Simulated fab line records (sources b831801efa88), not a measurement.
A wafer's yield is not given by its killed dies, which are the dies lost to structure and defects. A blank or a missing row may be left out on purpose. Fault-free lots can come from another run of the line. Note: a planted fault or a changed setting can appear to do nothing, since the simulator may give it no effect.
Comparing a struck lot with a sound one ; flow sky130 ; 14 out of 708 route steps
Sound: these wafers, L648.2, L648.5, L648.6. Struck: wafers L653.2, L653.3, L653.6. Last of all comes the cause.
Per side, at each step with rows, come the tool, then ch with its chambers, and then its first start. Under that, the readings that differ: sound wafers ; struck wafers ; difference of the means ; sigmas: that difference in standard deviations of wafers without a fault.
alike: readings whose means differ by less than 2 such deviations, and words and numbers that are the same on both sides. not compared: withheld readings, readings that some wafer has no value for, bounds like >300 that may hide the same value, and numbers for which the record gives no deviation and whose values overlap.
Wherever a step has rows on one side only, a row that says differs or no value, or a row with sigmas, the two part there. When numbers do not overlap yet have no deviation, they are printed without sigmas and do not part them. A reading missing from all wafers of one side parts the sides only when that side holds two or more wafers.

first, 8 steps without rows for these wafers: SKY_VIA3_DEHYDRATE_04 (time 60 s); SKY_VIA3_HMDS_05 (prime time 60 s); SKY_VIA3_COAT_06 (resist thk 60 nm); SKY_VIA3_COAT_07 (resist thk 450 nm); SKY_VIA3_SOFTBAKE_08 (time 90 s); SKY_VIA3_EXPOSE_09 (exposes mask VIM3, target cd 200 nm); SKY_VIA3_PEB_10; SKY_VIA3_DEVELOP_11 (develop time 60 s).
SKY_VIA3_CD_MEAS_12: target cd 200 nm.
  struck on cd-sem-02, day 44 12:16; sound on cd-sem-02, day 42 19:23
reading;sound;struck;difference;sigmas
cd-nm (nm);204.3 202.7 202.0;199.0 199.0 198.3;-4.2;-3
SKY_VIA3_OVL_MEAS_13:
  struck on overlay-01, day 44 12:22; sound on overlay-02, day 42 19:29
  alike: VIA3_OVL
SKY_VIA3_ETCH_14: etches BARC in N2/H2, stops on SiO2, time 45.9 s, target depth 60 nm.
  sound on rie-diel-03 ch 0,1, day 42 19:31; struck on rie-diel-02 ch 0,1,3, day 44 12:24
  alike: drypump-motor-current-A, oes-product-au, throttle-valve-pct
  not compared: rf-hours-counter-h
SKY_VIA3_ETCH_15: etches SiO2 in C4F8/O2/Ar, stops on TiN, target depth 507 nm, time 78 s.
  sound on rie-diel-03 ch 0,1, day 42 19:34; struck on rie-diel-02 ch 0,1,3, day 44 12:26
  alike: oes-product-au
SKY_VIA3_STRIP_16: strips in O2/N2.
  sound on plasma-asher-02 ch 0,1, day 42 19:37; struck on plasma-asher-01 ch 0,1, day 44 12:30
  no value came back on the struck wafers for chamber-pressure-mTorr (mTorr), drypump-motor-current-A (A), oes-product-au (a.u.), strip-time-to-endpoint-s (s); on the sound wafers chamber-pressure-mTorr (mTorr) reads 1499.5 1500.4 1499.3
reading;sound;struck;difference;sigmas
model.KrF-thick_of_VIA3_COAT_07.thk-nm (nm);0 0 0;288.3 288.7 291.6;+289.5;
  not compared: rf-hours-counter-h
then, 1 step without rows for these wafers: SKY_VIA3_STRIP_17 (strips in post etch residue remover, time 1200 s).

## WHERE THEY PART
Earliest at SKY_VIA3_CD_MEAS_12; latest, in this record, at SKY_VIA3_STRIP_16.

WHY: the cause the simulator had injected
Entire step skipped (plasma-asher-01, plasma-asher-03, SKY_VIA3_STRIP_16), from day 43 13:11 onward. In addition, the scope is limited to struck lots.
